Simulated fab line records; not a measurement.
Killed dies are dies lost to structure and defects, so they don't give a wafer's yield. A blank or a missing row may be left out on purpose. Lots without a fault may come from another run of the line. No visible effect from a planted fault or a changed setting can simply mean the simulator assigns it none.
Lot-split experiment ; flow gf180mcu ; 23 wafers read from 5 lots, route of 602 steps

## THE SPLIT
At GF_CONTACT_CVD_00 (deposits SiO2, target thk 300 nm, time 50 s), the setting sih4-flow-sccm was moved away from the recipe's 60 sccm on 10 of the 23 wafers read, by -8.9% to +8.3%. This setting was run at the recipe's value on the other wafers.

## FROM THE SPLIT TO THE READING: what the file shows between them, 2 steps
- GF_CONTACT_THK_MEAS_01
- GF_CONTACT_ETCH_16: etches BARC in N2/H2 (also split here: bias-w)

## THE READING
oes-product-au, in a.u., at GF_CONTACT_ETCH_17 (etches SiO2 in C4F8/O2/Ar, stops on CoSi2, target depth 860 nm). Fault-free wafers of this fab line usually give 0.814 a.u., standard deviation 0.005 a.u.

wafer;tool, chamber at the split;sih4-flow-sccm as run, sccm;against the recipe;oes-product-au, a.u.;against lot-mates on the recipe
L074.1;hdpcvd-02, 1;60;recipe;0.815;-
L074.2;hdpcvd-02, 0;64.98;+8.3%;0.828;+0.016
L074.3;hdpcvd-02, 2;60;recipe;0.811;-
L074.4;hdpcvd-02, 0;64.98;+8.3%;0.830;+0.018
L074.6;hdpcvd-02, 1;60;recipe;0.809;-
L077.1;hdpcvd-01, 2;62.85;+4.8%;0.819;+0.000
L077.2;hdpcvd-01, 0;62.85;+4.8%;0.822;+0.003
L077.4;hdpcvd-01, 2;62.85;+4.8%;0.819;+0.000
L077.5;hdpcvd-01, 0;60;recipe;0.822;-
L077.6;hdpcvd-01, 2;60;recipe;0.816;-
L081.2;hdpcvd-02, 1;60;recipe;0.812;-
L081.4;hdpcvd-02, 0;60;recipe;0.809;-
L081.6;hdpcvd-02, 1;60;recipe;0.812;-
L082.1;hdpcvd-01, 0;54.69;-8.9%;0.797;-0.017
L082.3;hdpcvd-01, 1;60;recipe;0.812;-
L082.4;hdpcvd-01, 0;60;recipe;0.812;-
L082.5;hdpcvd-01, 1;54.69;-8.9%;0.800;-0.014
L082.6;hdpcvd-01, 2;60;recipe;0.817;-
L085.1;hdpcvd-02, 2;63.56;+5.9%;0.828;+0.026
L085.2;hdpcvd-02, 1;63.56;+5.9%;0.823;+0.021
L085.3;hdpcvd-02, 0;60;recipe;0.805;-
L085.4;hdpcvd-02, 2;60;recipe;0.799;-
L085.6;hdpcvd-02, 1;63.56;+5.9%;0.822;+0.020

THE FIT
A straight line over all 23 wafers: oes-product-au changes by +0.00181 a.u. for each +1% of sih4-flow-sccm; r = +0.87; the points scatter about the line by 0.0046 a.u.
The same after taking each lot's own level away (the mean of its wafers on the recipe; 23 wafers): +0.00204 a.u. for each +1%; r = +0.85; scatter 0.0056 a.u.
According to that fit, moving sih4-flow-sccm by its largest amount changes the reading by 0.018 a.u.
Measured against the standard deviation above, the lots' own levels, which go from 0.8020 to 0.8190 a.u., span 3.4 times it.
Thus the slope moves with the lot-to-lot level: the two fits are different.
Check: with one of the wafers moved furthest among these (-8.9%) left out of the fit, the line predicts -0.0179 a.u. for it against its lot-mates. It came out at -0.0167 a.u. against them.

## THE OTHER SPLITS THESE WAFERS WENT THROUGH
These wafers also went through other splits before the reading. Each is held against what the fit with the lots' levels taken away leaves over:
other split on the same wafers;wafers away from the commonest value;r with oes-product-au (lot level and that fit taken away)
GF_NSD_COAT_02 resist-thk-nm;4;-0.07
GF_NSD_IMPLANT_10 energy-kev;6;+0.35
GF_PSD_COAT_02 spin-rpm;11;-0.29
GF_PSD_IMPLANT_09 dose-cm2;7;-0.04
GF_SAB_DEVELOP_08 develop-time-s;7;+0.19
GF_SAB_ETCH_11 bias-w;6;+0.06
GF_CONTACT_ETCH_16 bias-w;7;+0.23

## THE WHOLE CHAIN: every reading that the file lists as answering this split, in the file's order
step;what it does;reading;change (the file's fit);r (the file's)
GF_CONTACT_CVD_00;deposits SiO2, target thk 300 nm, time 50 s;SiO2_of_CONTACT_CVD_00.thk-nm (the simulator's own value, which no gauge read);+3.13 nm for each +1% of the setting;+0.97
GF_CONTACT_THK_MEAS_01;;CONTACT_CVD_00_THK;+3.11 for each +1% of the setting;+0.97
GF_CONTACT_ETCH_17;etches SiO2 in C4F8/O2/Ar, stops on CoSi2, target depth 860 nm;oes-product-au;+0.002 a.u. for each +1% of the setting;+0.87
GF_CONTACT_ETCH_17;etches SiO2 in C4F8/O2/Ar, stops on CoSi2, target depth 860 nm;CONTACT.feature-depth-nm (the simulator's own value, which no gauge read);+3.16 nm for each +1% of the setting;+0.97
GF_CONTACT_ETCH_17;etches SiO2 in C4F8/O2/Ar, stops on CoSi2, target depth 860 nm;etch.depth-nm (the simulator's own value, which no gauge read);+3.37 nm for each +1% of the setting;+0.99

## THE FILE'S OWN FIT
oes-product-au changes by +0.002 a.u. for each +1% of sih4-flow-sccm, r = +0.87.
